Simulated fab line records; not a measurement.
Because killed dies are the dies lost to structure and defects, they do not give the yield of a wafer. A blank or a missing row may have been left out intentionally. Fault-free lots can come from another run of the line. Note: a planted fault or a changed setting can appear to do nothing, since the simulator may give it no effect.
fab line records	flow sky130
[record] lots = 12	wafers = 36	lastDay = 50
route steps=708 shown METAL2@492 VIA2@509 PAD_OPEN@708
lots that met no fault: taken from a fault-free run of the same line
startH: hours from the record's first day to the start of the lot's first wafer shown	waitH: hours elapsed since this lot's preceding step	" unchanged from the row above	L1.1+2: one row covering several wafers at once	- no value, or no start was given	* or withheld: withheld	< > ~ a bound
route shown NAME@n: names a module that has steps shown in the file, with the first one's number in the route	usual: mean/standard deviation of fault-free wafers	same: alike in all rows	chamber/n: place in a boat	sites: per-site readings	_std_site: standard deviation across them	_edge_site: mean of outer sites minus mean of inner sites	radiusMm: how far each site lies from the wafer's centre	mask NAME#n: copy n	behind: the tool/chamber that last shaped the wafer	hold: the reason the lot was held/the length of the hold in hours/how it ended	device: the transistor (n, p or np) that didn't switch	end of line: the route-end tests of the same wafers	a step with no rows: only its recipe	killed: dies lost to structure and defects at the first sort, not the wafer's yield	map: dies across one wafer; x = killed, . = not, _ = none there
set.NAME: the setting as run; set.NAME@STEP: as run at that earlier step	model.NAME: the simulator's own value behind a step, which no gauge read
steps of the route over a sample of lots; a table a step, a row a wafer
services: the hour from which a tool's chamber was out of use, counted from the record's first day as startH (under 0 if before that day), plus the number of hours and why
[[steps]]
[step SKY_METAL2_COAT_09]
[recipe] resist = BARC	tempC = withheld	timeS = withheld	spinRpm = 3000	resistThkNm = 60
[usual] dispensePressureKPa = 50.0/0.97	spinSpeedRpm = 2999.6/2.2
lot.wafer	tool	chamber	startH	waitH	dispensePressureKPa	spinSpeedRpm
L216.1	lithoTrack-01	0	805.70	0.1	50.5	3006.2
L216.3	"	0	"	"	50.5	2999.4
L216.4	"	0	"	"	50.5	3001.6
L217.1	lithoTrack-04	0	808.41	0.1	51.1	3003.1
L217.2	"	0	"	"	51.1	3003.3
L217.5	"	0	"	"	51.1	3000.5
L220.1	lithoTrack-04	0	844.31	0.1	51.1	2999.1
L220.2	"	0	"	"	51.1	2996.7
L220.5	"	0	"	"	51.1	2996.2
L223.1	lithoTrack-02	0	905.14	0.1	48.9	2997.9
L223.2	"	0	"	"	48.9	3000.4
L223.5	"	0	"	"	48.9	2999.2
L222.1	lithoTrack-04	0	908.86	0.1	51.2	2998.7
L222.2	"	0	"	"	51.2	3002.4
L222.4	"	0	"	"	51.1	3002.7
L228.2	lithoTrack-02	0	910.11	0.1	48.9	2997.0
L228.5	"	0	"	"	48.9	3003.0
L228.6	"	0	"	"	48.9	2997.6
L230.1	lithoTrack-02	0	912.59	0.1	48.9	3001.3
L230.2	"	0	"	"	48.9	2998.8
L230.4	"	0	"	"	48.9	3002.9
L233.2	lithoTrack-02	0	930.46	0.1	48.9	2950.2
L233.4	"	0	"	"	48.9	2951.0
L233.5	"	0	"	"	48.9	2951.5
L234.1	lithoTrack-02	0	944.44	0.1	48.9	2951.9
L234.2	"	0	"	"	48.9	2951.9
L234.3	"	0	"	"	48.9	2949.6
L236.1	lithoTrack-01	0	950.30	0.1	50.6	2996.1
L236.3	"	0	"	"	50.5	3000.6
L236.5	"	0	"	"	50.5	2999.7
L237.1	lithoTrack-04	0	984.96	0.1	51.0	3000.1
L237.3	"	0	"	"	51.1	2999.0
L237.5	"	0	"	"	51.1	3000.8
L238.1	lithoTrack-01	0	985.60	0.1	50.5	2999.6
L238.3	"	0	"	"	50.5	2998.7
L238.4	"	0	"	"	50.5	3000.0
[step SKY_METAL2_DESCUM_17]
[recipe] chemistry = O2	sourcePowerW = 150	biasPowerW = 0	pressureMtorr = 10	tempC = 40	timeS = 8
[usual] drypumpMotorCurrentA = 5.9/0.73	oesProductAu = 0.999/0.017	tempC = 40.02/0.11
lot.wafer	tool	chamber	startH	waitH	drypumpMotorCurrentA	oesProductAu	rfHoursCounterH	tempC
L216.1	rieMetal-03	1	819.19	0.0	6.0	1.008	0	40.35
L216.3	"	0	"	"	6.0	1.011	-	39.95
L216.4	"	1	"	"	6.0	1.011	-	40.05
L217.1	rieMetal-02	0	821.84	0.0	5.5	0.968	11	40.02
L217.2	"	1	"	"	6.5	0.985	12	40.06
L217.5	"	1	"	"	6.5	0.982	-	40.02
L220.1	rieMetal-01	1	858.29	0.0	4.8	0.986	8	39.91
L220.2	"	0	"	"	6.8	0.993	3	39.99
L220.5	"	0	"	"	6.8	1.003	-	40.09
L223.1	rieMetal-03	0	919.12	0.0	6.0	1.041	17	40.22
L223.2	"	1	"	"	6.0	1.013	6	40.02
L223.5	"	1	"	"	6.1	1.011	-	39.84
L222.1	rieMetal-01	1	922.67	0.0	4.7	0.989	12	39.89
L222.2	"	0	"	"	6.8	0.995	7	40.10
L222.4	"	0	"	"	6.8	1.002	-	39.89
L228.2	rieMetal-02	0	924.02	0.0	5.5	0.978	15	40.23
L228.5	"	0	"	"	5.5	0.983	-	40.26
L228.6	"	1	"	"	6.5	0.990	-	40.08
L230.1	rieMetal-02	0	925.46	0.0	5.5	0.980	15	40.14
L230.2	"	1	"	"	6.5	0.983	16	39.96
L230.4	"	0	"	"	5.5	0.972	-	40.22
L233.2	rieMetal-01	0	943.69	0.0	6.8	1.007	8	39.98
L233.4	"	0	"	"	6.8	1.000	-	40.02
L233.5	"	0	"	"	6.8	1.005	-	39.94
L234.1	rieMetal-02	0	956.02	0.0	5.5	0.980	17	40.11
L234.2	"	1	"	"	6.5	0.982	17	39.76
L234.3	"	0	"	"	5.5	0.974	-	39.85
L236.1	rieMetal-02	0	961.76	0.0	5.5	0.975	17	40.06
L236.3	"	1	"	"	6.5	0.999	-	40.04
L236.5	"	1	"	"	6.5	0.980	-	39.85
L237.1	rieMetal-01	0	997.97	0.0	6.8	0.997	10	40.08
L237.3	"	1	"	"	4.8	0.987	-	40.05
L237.5	"	0	"	"	6.8	1.001	-	40.23
L238.1	rieMetal-03	1	998.32	0.0	6.0	1.016	11	39.85
L238.3	"	1	"	"	6.1	1.005	-	39.88
L238.4	"	0	"	"	6.0	1.001	-	40.01
[step SKY_METAL2_STRIP_20]
[recipe] chemistry = O2/N2	powerW = 1400	pressureMtorr = 1500	platenTempC = withheld	o2FlowSccm = 3000	n2FlowSccm = 300	overashFraction = 0.5
[usual] drypumpMotorCurrentA = 5.6/0.41	oesProductAu = 0.344/0.0055	stripTimeToEndpointS = 2.71/0.074
lot.wafer	tool	chamber	startH	waitH	drypumpMotorCurrentA	oesProductAu	rfHoursCounterH	stripTimeToEndpointS
L216.1	plasmaAsher-04	1	819.38	0.1	6.2	0.339	104	2.67
L216.3	"	0	"	"	5.9	0.349	-	2.66
L216.4	"	1	"	"	6.2	0.338	-	2.65
L217.1	plasmaAsher-01	1	822.03	0.1	5.0	0.353	70	2.84
L217.2	"	0	"	"	5.5	0.345	70	2.77
L217.5	"	1	"	"	4.9	0.349	-	2.81
L220.1	plasmaAsher-04	1	858.48	0.1	6.2	0.346	107	2.73
L220.2	"	0	"	"	5.9	0.342	107	2.71
L220.5	"	1	"	"	6.2	0.344	-	2.69
L223.1	plasmaAsher-04	0	919.30	0.1	5.8	0.340	114	2.58
L223.2	"	1	"	"	6.2	0.351	114	2.61
L223.5	"	0	"	"	5.8	0.344	-	2.63
L222.1	plasmaAsher-03	1	922.85	0.1	5.3	0.356	17	2.77
L222.2	"	0	"	"	5.5	0.348	17	2.69
L222.4	"	0	"	"	5.5	0.340	-	2.68
L228.2	plasmaAsher-04	1	924.20	0.1	6.2	0.356	114	2.80
L228.5	"	1	"	"	6.2	0.346	-	2.85
L228.6	"	0	"	"	5.8	0.350	-	2.81
L230.1	plasmaAsher-01	1	925.65	0.1	5.0	0.346	79	2.78
L230.2	"	0	"	"	5.5	0.334	79	2.73
L230.4	"	0	"	"	5.5	0.357	-	2.76
L233.2	plasmaAsher-04	1	943.88	0.1	6.2	0.348	116	2.70
L233.4	"	1	"	"	6.2	0.339	-	2.71
L233.5	"	1	"	"	6.2	0.339	-	2.70
L234.1	plasmaAsher-01	1	956.27	0.1	5.0	0.360	82	2.84
L234.2	"	0	"	"	5.5	0.350	82	2.78
L234.3	"	1	"	"	5.0	0.350	-	2.83
L236.1	plasmaAsher-03	0	962.01	0.1	5.6	0.346	22	2.80
L236.3	"	0	"	"	5.5	0.343	-	2.74
L236.5	"	0	"	"	5.5	0.348	-	2.77
L237.1	plasmaAsher-01	0	998.15	0.1	5.5	0.344	86	2.73
L237.3	"	0	"	"	5.5	0.354	-	2.76
L237.5	"	0	"	"	5.6	0.344	-	2.68
L238.1	plasmaAsher-03	0	998.50	0.1	5.5	0.341	25	2.58
L238.3	"	1	"	"	5.3	0.334	-	2.59
L238.4	"	0	"	"	5.5	0.340	-	2.65
[step SKY_VIA2_CMP_02]
[recipe] material = SiO2	downForcePsi = 4	platenRpm = 60	padVelocityMS = 0.94248
[usual] motorCurrentA = 11.5/0.71	slurryFilterDpKPa = 13.51/0.14	slurryFlowMlMin = 150.0/0.46
lot.wafer	tool	chamber	startH	waitH	motorCurrentA	slurryFilterDpKPa	slurryFlowMlMin
L216.1	cmp-02	0	820.25	0.1	12.5	13.43	150.4
L216.3	"	1	"	"	11.4	13.72	150.2
L216.4	"	2	"	"	10.2	13.53	149.1
L217.1	cmp-02	1	822.81	0.1	11.5	13.48	150.8
L217.2	"	3	"	"	11.5	13.53	150.6
L217.5	"	2	"	"	10.7	13.44	150.3
L220.2	cmp-02	1	859.31	0.0	11.1	13.50	150.1
L220.1	"	0	"	"	12.5	13.56	149.9
L220.5	"	1	"	"	11.1	13.16	150.3
L223.2	cmp-02	3	920.26	0.2	11.6	13.34	150.2
L223.1	"	1	"	"	10.7	13.59	149.9
L223.5	"	3	"	"	11.1	13.62	149.5
L222.4	cmp-01	1	923.72	0.1	12.4	13.75	150.8
L222.2	"	2	"	"	10.4	13.40	149.1
L222.1	"	3	"	"	11.5	13.65	150.0
L228.2	cmp-01	3	925.18	0.2	12.2	13.16	151.2
L228.5	"	0	"	"	11.5	13.64	149.5
L228.6	"	1	"	"	12.2	13.54	149.3
L230.2	cmp-02	1	926.53	0.0	11.0	13.55	149.8
L230.4	"	2	"	"	10.9	13.50	150.0
L230.1	"	0	"	"	11.8	13.50	150.4
L233.4	cmp-02	2	944.88	0.1	10.7	13.42	150.1
L233.2	"	3	"	"	11.7	13.44	149.9
L233.5	"	0	"	"	12.1	13.57	149.3
L234.3	cmp-01	0	957.15	0.1	11.5	13.31	150.5
L234.1	"	1	"	"	12.5	13.46	150.8
L234.2	"	2	"	"	11.4	13.51	149.9
L236.1	cmp-02	2	963.32	0.1	10.5	13.49	149.9
L236.3	"	3	"	"	11.0	13.61	150.4
L236.5	"	1	"	"	11.5	13.52	149.8
L237.1	cmp-02	2	998.93	0.1	10.5	13.54	149.8
L237.3	"	1	"	"	10.9	13.33	150.7
L237.5	"	2	"	"	10.3	13.73	149.5
L238.3	cmp-02	1	999.28	0.0	11.2	13.71	149.8
L238.1	"	2	"	"	10.3	13.58	150.6
L238.4	"	3	"	"	11.3	13.62	150.1
[step SKY_PAD_OPEN_PROBE_99]
[usual] defectLimitedYield = 82.5/2	killed_at_M0_to_M3 = 43/7.3	killed_at_M4_up = 3.5/2.2	killedAtContacts = 24/5.3	killedAtFrontEnd = 15/4.2	killedAtOther = 0.3/0.67	killedDies = 86/9.8	killedOpen = 47/7.2	killedShort = 39/6.5	sort_bin_3_pad_short = 0.9/0.42	sort_bin_5_function = 10.4/1.5	sort_bin_6_memory = 6.3/1.2	sortNPass = 406/9.9	sortYieldPct = 82.5/2
[same] grossDies = 492	killedAtBackSide = 0	sort_bin_4_leakage[%] = 0	sort_bin_8_speed[%] = 0
lot.wafer	tool	chamber	startH	waitH	defectLimitedYield[%]	killed_at_M0_to_M3	killed_at_M4_up	killedAtContacts	killedAtFrontEnd	killedAtOther	killedDies	killedOpen	killedShort	sort_bin_3_pad_short[%]	sort_bin_5_function[%]	sort_bin_6_memory[%]	sortNPass	sortYieldPct[%]
L216.1	prober-02	-	1077.02	0.1	80.9	43	7	31	13	0	94	48	42	1.0	11.8	6.3	398	80.9
L216.3	prober-02	-	1077.12	0.2	83.1	42	5	16	20	0	83	45	38	1.0	9.8	6.1	409	83.1
L216.4	prober-02	-	1077.17	0.2	85.6	31	4	21	14	1	71	32	39	0.6	8.5	5.3	421	85.6
L217.1	prober-01	-	1077.17	0.1	82.5	44	4	17	19	2	86	45	39	1.0	11.0	5.5	406	82.5
L217.2	prober-01	-	1077.22	0.1	82.9	47	6	17	14	0	84	36	48	0.8	10.6	5.7	408	82.9
L217.5	prober-01	-	1077.37	0.2	78.9	46	7	30	21	0	104	53	51	0.6	12.2	8.3	388	78.9
L220.1	prober-01	-	1104.40	0.1	82.7	37	3	20	24	1	85	47	38	0.8	11.4	5.1	407	82.7
L220.2	prober-01	-	1104.45	0.1	82.5	46	5	19	15	1	86	60	25	1.2	10.8	5.5	406	82.5
L220.5	prober-01	-	1104.60	0.2	82.9	49	2	22	11	0	84	48	36	1.4	7.3	8.3	408	82.9
L223.1	prober-02	-	1150.50	0.1	81.1	46	2	27	17	1	93	56	37	0.8	12.4	5.7	399	81.1
L223.2	prober-02	-	1150.55	0.1	85.4	24	4	25	19	0	72	41	31	1.0	7.9	5.7	420	85.4
L223.5	prober-02	-	1150.70	0.2	82.1	43	4	26	15	0	88	47	41	1.2	9.1	7.5	404	82.1
L222.1	prober-01	-	1155.61	0.1	83.1	41	5	19	18	0	83	48	35	0.8	11.4	4.7	409	83.1
L222.2	prober-01	-	1155.66	0.1	82.5	50	3	21	12	0	86	47	39	1.0	9.1	7.3	406	82.5
L222.4	prober-01	-	1155.76	0.2	86.4	39	2	19	7	0	67	29	38	0.8	7.5	5.3	425	86.4
L228.2	prober-02	-	1158.66	0.1	86.0	34	1	18	16	0	69	38	31	0.4	7.5	6.1	423	86.0
L228.5	prober-02	-	1158.81	0.2	84.8	40	0	22	13	0	75	44	31	1.2	10.0	4.1	417	84.8
L228.6	prober-02	-	1158.86	0.2	84.1	45	4	16	13	0	78	37	41	0.6	8.3	6.9	414	84.1
L230.1	prober-01	-	1160.11	0.1	81.1	47	2	29	14	1	93	54	39	0.6	11.0	7.3	399	81.1
L230.2	prober-01	-	1160.16	0.1	83.7	30	6	25	18	1	80	39	41	0.4	10.2	5.7	412	83.7
L230.4	prober-01	-	1160.26	0.2	83.9	34	6	20	19	0	79	43	35	0.2	9.1	6.7	413	83.9
L233.2	prober-01	-	1171.45	0.1	86.6	32	2	19	13	0	66	39	26	1.0	8.1	4.3	426	86.6
L233.4	prober-01	-	1171.55	0.2	83.5	46	0	24	11	0	81	47	34	0.2	8.3	7.9	411	83.5
L233.5	prober-01	-	1171.60	0.2	83.5	35	1	25	19	1	81	46	35	0.8	10.0	5.7	411	83.5
L234.1	prober-02	-	1178.90	0.1	81.3	59	6	15	12	0	92	43	49	1.2	11.0	6.5	400	81.3
L234.2	prober-02	-	1178.95	0.1	82.9	43	7	23	11	0	84	41	43	1.0	10.8	5.3	408	82.9
L234.3	prober-02	-	1179.00	0.2	76.8	62	4	28	20	0	114	70	44	1.4	12.8	8.9	378	76.8
L236.1	prober-02	-	1184.37	0.1	86.8	36	2	14	13	0	65	36	29	1.2	8.7	3.3	427	86.8
L236.3	prober-02	-	1184.47	0.2	81.5	52	2	21	16	0	91	48	43	1.0	10.0	7.5	401	81.5
L236.5	prober-02	-	1184.57	0.2	79.3	48	3	32	18	1	102	51	50	1.8	12.6	6.3	390	79.3
L237.3	prober-02	-	1205.74	0.2	86.0	41	3	13	11	1	69	31	36	0.8	7.9	5.3	423	86.0
L237.5	prober-02	-	1205.84	0.2	84.1	39	1	17	21	0	78	44	33	0.4	9.6	5.9	414	84.1
L238.1	prober-01	-	1207.04	0.1	79.5	47	2	30	22	0	101	53	44	1.2	14.4	4.9	391	79.5
L238.3	prober-01	-	1207.14	0.2	81.9	45	0	26	18	0	89	39	50	0.6	9.3	8.1	403	81.9
L238.4	prober-01	-	1207.19	0.2	80.9	51	4	20	19	0	94	47	47	1.6	9.6	7.9	398	80.9
// killed by level:class
L216.1 VIA1:geometricParticle:open=13 LOCAL_INTERCONNECT:geometricParticle:short=7 METAL1:geometricParticle:short=7 CONTACT:geometricParticle:open=6 LI_CONTACT:geometricParticle:open=6 VIA2:geometricParticle:open=6 LI_CONTACT:geometricParticle:short=5 CONTACT:geometricParticle:short=4
L216.3 VIA2:geometricParticle:open=9 VIA1:geometricParticle:open=8 LI_CONTACT:geometricParticle:open=6 METAL2:geometricParticle:short=6 FIELD_ISO:geometricParticle:open=5 CONTACT:geometricParticle:open=5 METAL1:geometricParticle:short=5 METAL4:geometricParticle:short=5
L216.4 LI_CONTACT:geometricParticle:open=7 METAL1:geometricParticle:short=6 VIA3:geometricParticle:open=6 METAL2:geometricParticle:short=6 POLY_GATE:geometricParticle:short=5 LOCAL_INTERCONNECT:geometricParticle:short=5 VIA1:geometricParticle:open=5 POLY_GATE:geometricParticle:open=4
L217.1 VIA1:geometricParticle:open=9 METAL1:geometricParticle:short=7 POLY_GATE:geometricParticle:short=6 LI_CONTACT:geometricParticle:open=6 VIA2:geometricParticle:open=6 VIA2:geometricParticle:short=6 FIELD_ISO:geometricParticle:short=5 FIELD_ISO:geometricParticle:open=5
L217.2 METAL2:geometricParticle:short=8 LI_CONTACT:geometricParticle:open=6 METAL1:geometricParticle:short=6 VIA1:geometricParticle:short=6 VIA2:geometricParticle:open=6 VIA1:geometricParticle:open=5 METAL4:geometricParticle:short=4 LOCAL_INTERCONNECT:geometricParticle:short=4
L217.5 CONTACT:geometricParticle:open=10 VIA3:geometricParticle:open=10 VIA1:geometricParticle:open=8 LI_CONTACT:geometricParticle:open=7 FIELD_ISO:geometricParticle:short=6 METAL4:geometricParticle:short=6 POLY_GATE:geometricParticle:open=5 CONTACT:geometricParticle:short=5
L220.1 VIA1:geometricParticle:open=11 CONTACT:geometricParticle:open=8 POLY_GATE:geometricParticle:open=8 METAL2:geometricParticle:short=6 VIA2:geometricParticle:open=6 FIELD_ISO:geometricParticle:short=4 POLY_GATE:geometricParticle:short=4 LOCAL_INTERCONNECT:geometricParticle:short=4
L220.2 VIA3:geometricParticle:open=12 VIA1:geometricParticle:open=10 CONTACT:geometricParticle:open=9 VIA2:geometricParticle:open=7 FIELD_ISO:geometricParticle:open=6 LI_CONTACT:geometricParticle:open=4 METAL2:geometricParticle:short=4 LOCAL_INTERCONNECT:geometricParticle:short=3
L220.5 VIA2:geometricParticle:open=11 VIA3:geometricParticle:open=9 CONTACT:geometricParticle:open=7 LI_CONTACT:geometricParticle:open=6 VIA1:geometricParticle:short=6 VIA1:geometricParticle:open=5 METAL3:geometricParticle:short=5 CONTACT:geometricParticle:short=4
L223.1 VIA1:geometricParticle:open=13 VIA3:geometricParticle:open=10 CONTACT:geometricParticle:open=9 CONTACT:geometricParticle:short=7 FIELD_ISO:geometricParticle:open=6 FIELD_ISO:geometricParticle:short=6 LI_CONTACT:geometricParticle:open=6 METAL2:geometricParticle:short=5
L223.2 CONTACT:geometricParticle:open=10 LI_CONTACT:geometricParticle:open=8 FIELD_ISO:geometricParticle:short=7 FIELD_ISO:geometricParticle:open=5 POLY_GATE:geometricParticle:open=4 LOCAL_INTERCONNECT:geometricParticle:short=3 METAL1:geometricParticle:short=3 VIA1:geometricParticle:open=3
L223.5 VIA1:geometricParticle:open=13 CONTACT:geometricParticle:open=11 FIELD_ISO:geometricParticle:short=7 LI_CONTACT:geometricParticle:open=7 VIA2:geometricParticle:open=6 METAL2:geometricParticle:short=5 VIA3:geometricParticle:open=5 FIELD_ISO:geometricParticle:open=4
L222.1 VIA1:geometricParticle:open=16 FIELD_ISO:geometricParticle:short=9 VIA2:geometricParticle:open=8 CONTACT:geometricParticle:open=5 LI_CONTACT:geometricParticle:open=5 METAL4:geometricParticle:short=5 METAL2:geometricParticle:short=4 LOCAL_INTERCONNECT:geometricParticle:open=3
L222.2 VIA1:geometricParticle:open=13 LOCAL_INTERCONNECT:geometricParticle:short=8 VIA2:geometricParticle:open=6 VIA2:geometricParticle:short=5 LI_CONTACT:geometricParticle:open=5 VIA3:geometricParticle:open=5 CONTACT:geometricParticle:open=4 VIA1:geometricParticle:short=4
L222.4 METAL2:geometricParticle:short=10 VIA1:geometricParticle:open=7 CONTACT:geometricParticle:open=6 LOCAL_INTERCONNECT:geometricParticle:short=4 VIA1:geometricParticle:short=4 VIA2:geometricParticle:open=4 METAL3:geometricParticle:short=4 LI_CONTACT:geometricParticle:open=3
L228.2 LI_CONTACT:geometricParticle:open=8 METAL2:geometricParticle:short=6 VIA2:geometricParticle:open=5 METAL3:geometricParticle:short=5 VIA3:geometricParticle:open=5 VIA3:geometricParticle:short=5 FIELD_ISO:geometricParticle:open=4 FIELD_ISO:geometricParticle:short=4
L228.5 VIA1:geometricParticle:open=10 LI_CONTACT:geometricParticle:open=8 VIA3:geometricParticle:open=8 POLY_GATE:geometricParticle:short=5 VIA2:geometricParticle:open=5 VIA3:geometricParticle:short=5 CONTACT:geometricParticle:open=4 LOCAL_INTERCONNECT:geometricParticle:short=4
L228.6 VIA3:geometricParticle:open=11 METAL2:geometricParticle:short=10 LI_CONTACT:geometricParticle:open=7 VIA3:geometricParticle:short=6 VIA2:geometricParticle:open=5 FIELD_ISO:geometricParticle:short=4 LOCAL_INTERCONNECT:geometricParticle:short=4 VIA1:geometricParticle:open=4
L230.1 CONTACT:geometricParticle:open=13 VIA1:geometricParticle:open=11 VIA2:geometricParticle:open=8 CONTACT:geometricParticle:short=6 METAL1:geometricParticle:short=6 VIA1:geometricParticle:short=6 FIELD_ISO:geometricParticle:open=5 VIA3:geometricParticle:open=5
L230.2 LI_CONTACT:geometricParticle:open=10 CONTACT:geometricParticle:open=9 VIA1:geometricParticle:open=6 METAL2:geometricParticle:short=6 FIELD_ISO:geometricParticle:open=5 FIELD_ISO:geometricParticle:short=4 POLY_GATE:geometricParticle:short=4 METAL1:geometricParticle:short=4
L230.4 CONTACT:geometricParticle:open=9 POLY_GATE:geometricParticle:open=7 VIA1:geometricParticle:open=7 VIA2:geometricParticle:open=5 METAL1:geometricParticle:short=5 METAL2:geometricParticle:short=5 POLY_GATE:geometricParticle:short=4 CONTACT:geometricParticle:short=4
L233.2 VIA1:geometricParticle:open=10 VIA3:geometricParticle:open=7 CONTACT:geometricParticle:short=6 VIA2:geometricParticle:open=6 FIELD_ISO:geometricParticle:open=4 LI_CONTACT:geometricParticle:open=4 LI_CONTACT:geometricParticle:short=3 LOCAL_INTERCONNECT:geometricParticle:short=3
L233.4 VIA1:geometricParticle:open=10 CONTACT:geometricParticle:open=8 VIA1:geometricParticle:short=7 LI_CONTACT:geometricParticle:open=7 VIA2:geometricParticle:open=6 FIELD_ISO:geometricParticle:open=5 VIA3:geometricParticle:open=5 LOCAL_INTERCONNECT:geometricParticle:short=4
L233.5 CONTACT:geometricParticle:open=11 VIA3:geometricParticle:open=8 METAL2:geometricParticle:short=7 FIELD_ISO:geometricParticle:open=6 CONTACT:geometricParticle:short=6 POLY_GATE:geometricParticle:short=5 LI_CONTACT:geometricParticle:open=5 VIA1:geometricParticle:open=5
L234.1 VIA1:geometricParticle:short=14 VIA2:geometricParticle:open=9 VIA1:geometricParticle:open=9 VIA3:geometricParticle:open=9 CONTACT:geometricParticle:open=7 METAL4:geometricParticle:short=5 VIA2:geometricParticle:short=5 FIELD_ISO:geometricParticle:short=4
L234.2 VIA1:geometricParticle:open=11 LI_CONTACT:geometricParticle:open=8 METAL2:geometricParticle:short=7 CONTACT:geometricParticle:open=6 METAL4:geometricParticle:short=6 CONTACT:geometricParticle:short=5 VIA1:geometricParticle:short=5 METAL1:geometricParticle:short=4
L234.3 VIA1:geometricParticle:open=15 CONTACT:geometricParticle:open=12 VIA2:geometricParticle:open=10 FIELD_ISO:geometricParticle:open=7 LI_CONTACT:geometricParticle:open=7 METAL2:geometricParticle:short=7 VIA3:geometricParticle:open=7 METAL1:geometricParticle:short=7
L236.1 POLY_GATE:geometricParticle:open=6 VIA1:geometricParticle:open=6 VIA2:geometricParticle:open=5 VIA1:geometricParticle:short=5 VIA3:geometricParticle:open=5 CONTACT:geometricParticle:short=4 CONTACT:geometricParticle:open=4 METAL1:geometricParticle:short=4
L236.3 VIA1:geometricParticle:open=11 VIA2:geometricParticle:open=7 VIA1:geometricParticle:short=7 CONTACT:geometricParticle:short=6 CONTACT:geometricParticle:open=6 POLY_GATE:geometricParticle:open=5 METAL2:geometricParticle:open=5 VIA3:geometricParticle:open=5
L236.5 CONTACT:geometricParticle:open=14 LI_CONTACT:geometricParticle:open=9 VIA1:geometricParticle:open=8 METAL2:geometricParticle:short=8 VIA1:geometricParticle:short=7 FIELD_ISO:geometricParticle:open=6 FIELD_ISO:geometricParticle:short=6 LI_CONTACT:geometricParticle:short=5
L237.3 VIA1:geometricParticle:open=7 VIA1:geometricParticle:short=6 CONTACT:geometricParticle:open=5 METAL1:geometricParticle:short=5 VIA2:geometricParticle:short=5 METAL2:geometricParticle:short=4 VIA2:geometricParticle:open=4 VIA3:geometricParticle:open=4
L237.5 VIA2:geometricParticle:open=8 VIA1:geometricParticle:open=8 LI_CONTACT:geometricParticle:open=7 POLY_GATE:geometricParticle:short=6 FIELD_ISO:geometricParticle:open=5 METAL2:geometricParticle:short=5 VIA3:geometricParticle:open=4 CONTACT:geometricParticle:open=4
L238.1 CONTACT:geometricParticle:open=14 VIA1:geometricParticle:open=12 LI_CONTACT:geometricParticle:open=7 VIA3:geometricParticle:open=7 METAL1:geometricParticle:short=6 FIELD_ISO:geometricParticle:short=5 VIA1:geometricParticle:short=5 METAL2:geometricParticle:short=5
L238.3 CONTACT:geometricParticle:open=11 VIA1:geometricParticle:open=11 FIELD_ISO:geometricParticle:short=9 METAL2:geometricParticle:short=9 METAL1:geometricParticle:short=7 VIA2:geometricParticle:short=6 VIA2:geometricParticle:open=5 LI_CONTACT:geometricParticle:short=4
L238.4 VIA1:geometricParticle:open=10 VIA2:geometricParticle:open=10 FIELD_ISO:geometricParticle:short=8 CONTACT:geometricParticle:open=7 LI_CONTACT:geometricParticle:open=7 VIA3:geometricParticle:open=6 POLY_GATE:geometricParticle:short=6 METAL2:geometricParticle:short=5
[[services]]
tool	chamber	startH	hours	kind
cmp-01	-	784.29	2.1	repair
cmp-01	-	803.91	3.7	repair
cmp-02	-	805.37	0.3	repair
cmp-01	-	825.16	14.5	repair
cmp-01	-	825.52	4.3	repair
plasmaAsher-03	-	833.43	8.4	repair
plasmaAsher-04	-	847.56	7.3	repair
rieMetal-03	-	850.76	2.8	pm
plasmaAsher-01	-	865.53	14.6	pm
cmp-01	-	867.25	2.5	repair
cmp-02	-	879.76	5.4	pm
rieMetal-01	0	889.13	12.9	repair
cmp-02	-	893.88	2.5	repair
rieMetal-02	-	895.75	28.1	pm
plasmaAsher-04	-	899.29	0.5	repair
cmp-02	-	906.78	0.3	repair
rieMetal-03	0	909.41	6.1	repair
rieMetal-01	-	909.82	2.8	pm
cmp-02	-	912.17	4.0	pm
rieMetal-02	1	933.43	8.3	repair
cmp-02	-	950.31	4.1	repair
rieMetal-01	-	968.94	0.5	repair
rieMetal-01	-	995.88	0.6	repair
cmp-02	-	996.56	0.8	repair
[[key]]
[firstSign] step = SKY_METAL2_COAT_09	reading = spinSpeedRpm	direction = down	sigmas = 22	usual = 2999.6	struck = 2951.0
effect none on later readings
metAt SKY_METAL2_COAT_09
struckLots L233,L234
notActingAt SKY_METAL2_DESCUM_17,SKY_METAL2_STRIP_20,SKY_VIA2_CMP_02
onsetBetween 912.59 930.46
[fault] kind = processParameterDrift	tool = lithoTrack-02	chamber = -	onsetH = 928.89	steps = SKY_METAL2_COAT_09	channel = spinRpm	offset = -49.676	shape = step	endH = 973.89	actsIn = theseRecipesOnly	stated = 3000
